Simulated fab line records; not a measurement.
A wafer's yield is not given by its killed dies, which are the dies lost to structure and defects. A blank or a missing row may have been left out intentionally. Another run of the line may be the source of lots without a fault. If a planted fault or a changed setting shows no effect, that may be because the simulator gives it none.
2 desks, one fault -- flow sky130 -- what lay behind the numbers comes last; until then each desk has only its own

== THE METROLOGY DESK ==
What the gauges read, lot by lot, whatever tool the lot ran on: means of the sampled wafers that have a number. A lot is out of limits, marked OUT, if its mean lies more than 4 standard deviations from the usual mean; the brackets give that distance.
Columns: A = cd-nm at SKY_METAL4_CD_MEAS_13, usual 299.6 nm
lot,first seen here,A
L657,day 41 21:53,298.9
L658,day 42 01:46,298.9
L660,day 42 21:50,296.7
L662,day 43 07:28,299.1
L664,day 44 03:17,300.7
L667,day 45 00:22,298.4
L668,day 45 03:52,300.0
L669,day 45 06:46,297.8
L670,day 45 16:13,298.6
L673,day 46 10:59,301.3
L676,day 47 04:03,300.0
L677,day 47 04:45,300.6
This desk's finding: nothing out of limits on any of the 12 lots.

== DESK OF THE TOOL OWNER: pecvd-04 ==
The tool's own readings at SKY_PASSIVATION_CVD_00 (deposits SiO2, target thk 90 nm): means of the sampled wafers that have a number, for each lot that ran on this tool. A lot is out of limits, marked OUT, if its mean lies more than 4 standard deviations from the usual mean; the brackets give that distance.
Columns: A = heater-power-w at SKY_PASSIVATION_CVD_00, usual 667 W
lot,first seen here,A
L657,day 44 00:03,726
L658,day 44 04:48,784
L662,day 45 08:29,671
L670,day 47 13:29,693
L676,day 48 21:44,819
L677,day 48 22:59,771
This desk's finding: nothing out of limits on any of the 6 lots.

== PUT TOGETHER ==
The metrology desk saw nothing out of limits.
The desk of the tool owner found nothing out of limits.

== WHAT HAD BEEN PUT IN BY THE SIMULATOR ==
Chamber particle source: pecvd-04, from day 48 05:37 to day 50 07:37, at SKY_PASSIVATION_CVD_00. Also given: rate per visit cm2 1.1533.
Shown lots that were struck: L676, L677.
